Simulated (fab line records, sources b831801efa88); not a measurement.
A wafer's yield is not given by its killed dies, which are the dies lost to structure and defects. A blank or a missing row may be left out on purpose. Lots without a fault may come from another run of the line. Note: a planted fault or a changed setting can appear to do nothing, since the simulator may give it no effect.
Comparing a struck lot with a sound one / flow sfq-line / 21 steps out of a route of 325
Sound: the wafers L372.1, L372.2, L372.5. Struck: wafers L383.2, L383.4. (L383.1 of the same lot was not struck and is left out.) The cause comes at the end.
Each step with rows lists, per side, the tool, then ch with its chambers, then its first start. Under that, the readings that differ: sound wafers / struck wafers / difference of the means / sigmas: that difference in standard deviations of wafers without a fault.
alike: words and numbers the same on both sides, and readings whose means are apart by under 2 such deviations; not compared: readings that were withheld, readings missing a value for some wafer, numbers with overlapping values and no deviation given by the record, and bounds like >300 which may hide the same value.
A row with sigmas, a row that says differs or no value, or rows on one side alone: a step with any of these is where the two part. Non-overlapping numbers with no deviation appear without sigmas and do not part them. A reading missing from all wafers of one side parts the sides only when that side holds two or more wafers.

first, 3 steps without rows for these wafers: SFQ_TRILAYER_M4_LITHO_EXPOSE_094 (exposes mask M4, target cd 500 nm); SFQ_TRILAYER_M4_LITHO_PEB_096 (peb time 60 s); SFQ_TRILAYER_M4_LITHO_DEVELOP_095 (time 60 s).
SFQ_M4_OVL_MEAS_926:
  sound on overlay-02, day 49 15:50; struck on overlay-01, day 54 11:46
  alike: M4_OVL
SFQ_TRILAYER_M4_BARC_OPEN_METAL_ETCH_123: etches BARC in O2, target depth 125 nm, time 41.7 s.
  sound on rie-metal-01 ch 0,1, day 49 15:52; struck on rie-metal-02 ch 0, day 54 11:49
  alike: drypump-motor-current-A, oes-product-au
  not compared: rf-hours-counter-h
SFQ_TRILAYER_M4_ETCH_METAL_ETCH_096: etches Nb in Cl2/Ar, stops on SiO2, target depth 240 nm, time 120 s.
  sound on rie-metal-01 ch 0,1, day 49 15:56; struck on rie-metal-02 ch 0, day 54 11:52
  alike: drypump-motor-current-A, oes-product-au
  not compared: rf-hours-counter-h
then, 2 steps without rows for these wafers: SFQ_TRILAYER_M4_STRIP_STRIP_097 (strips in O2); SFQ_TRILAYER_M4_STRIP_SOLV_CLEAN_098 (cleans in NMP, time 600 s).
SFQ_TRILAYER_I4_DEP_PECVD_099: deposits SiO2 from SiH4/N2O, time 111.11 s, target thk 500 nm.
  sound on pecvd-01 ch 0,1, day 49 16:50; struck on pecvd-01 ch 1,2, day 54 12:46
  alike: heater-power-w, throttle-valve-pct
  not compared: since-wet-clean-h
SFQ_TRILAYER_I4_CMP_CMP_100: polishes SiO2.
  sound on cmp-01 ch 0,2,3, day 50 12:30; struck on cmp-02 ch 2,3, day 56 04:07
  alike: head-pressure-psi, motor-current-A, time-to-endpoint-s
SFQ_I4_BOW_MEAS_927:
  sound on film-metro-04, day 50 15:30; struck on film-metro-02, day 56 07:07
  alike: I4_BOW
SFQ_TRILAYER_I4_METRO_MEASURE_101:
  sound on film-metro-04, day 50 15:37; struck on film-metro-02, day 56 07:14
  alike: thk-nm
SFQ_TRILAYER_I4_VIA_LITHO_COAT_108: resist thk 62 nm.
  sound on litho-track-02 ch 0, day 50 16:49; struck on litho-track-02 ch 0, day 56 08:26
reading=model.BARC_of_TRILAYER_I4_VIA_LITHO_COAT_108.thk-nm (nm); sound=62.19 62.07 62.22; struck=46.89 47.11; difference=-15.16; sigmas=
  alike: dispense-pressure-kPa
then, 5 steps without rows for these wafers: SFQ_TRILAYER_I4_VIA_LITHO_COAT_103 (resist thk 650 nm); SFQ_TRILAYER_I4_VIA_LITHO_SOFTBAKE_107; SFQ_TRILAYER_I4_VIA_LITHO_EXPOSE_104 (exposes mask I4, target cd 700 nm); SFQ_TRILAYER_I4_VIA_LITHO_PEB_106 (peb time 60 s); SFQ_TRILAYER_I4_VIA_LITHO_DEVELOP_105 (time 60 s).
SFQ_I4_OVL_MEAS_928:
  sound on overlay-01, day 53 18:58; struck on overlay-02, day 56 10:41
  alike: I4_OVL
SFQ_TRILAYER_I4_VIA_BARC_OPEN_VIA_ETCH_146: etches BARC in O2, target depth 125 nm, time 41.7 s.
  sound on rie-diel-03 ch 0,1,2, day 53 19:01; struck on rie-diel-04 ch 0,2, day 56 10:44
reading=oes-product-au (a.u.); sound=0.686 0.680 0.693; struck=0.608 0.608; difference=-0.078; sigmas=-16
reading=model.etch.depth-nm (nm); sound=62.19 62.07 62.22; struck=46.89 47.11; difference=-15.16; sigmas=
  alike: drypump-motor-current-A
  not compared: rf-hours-counter-h
then, 1 step without rows for these wafers: SFQ_TRILAYER_I4_VIA_ETCH_VIA_ETCH_106 (etches SiO2 in CHF3, stops on Nb, target depth 260 nm).

## WHERE THEY PART
Within this record, at SFQ_TRILAYER_I4_VIA_BARC_OPEN_VIA_ETCH_146 only.

WHY: what had been put in by the simulator
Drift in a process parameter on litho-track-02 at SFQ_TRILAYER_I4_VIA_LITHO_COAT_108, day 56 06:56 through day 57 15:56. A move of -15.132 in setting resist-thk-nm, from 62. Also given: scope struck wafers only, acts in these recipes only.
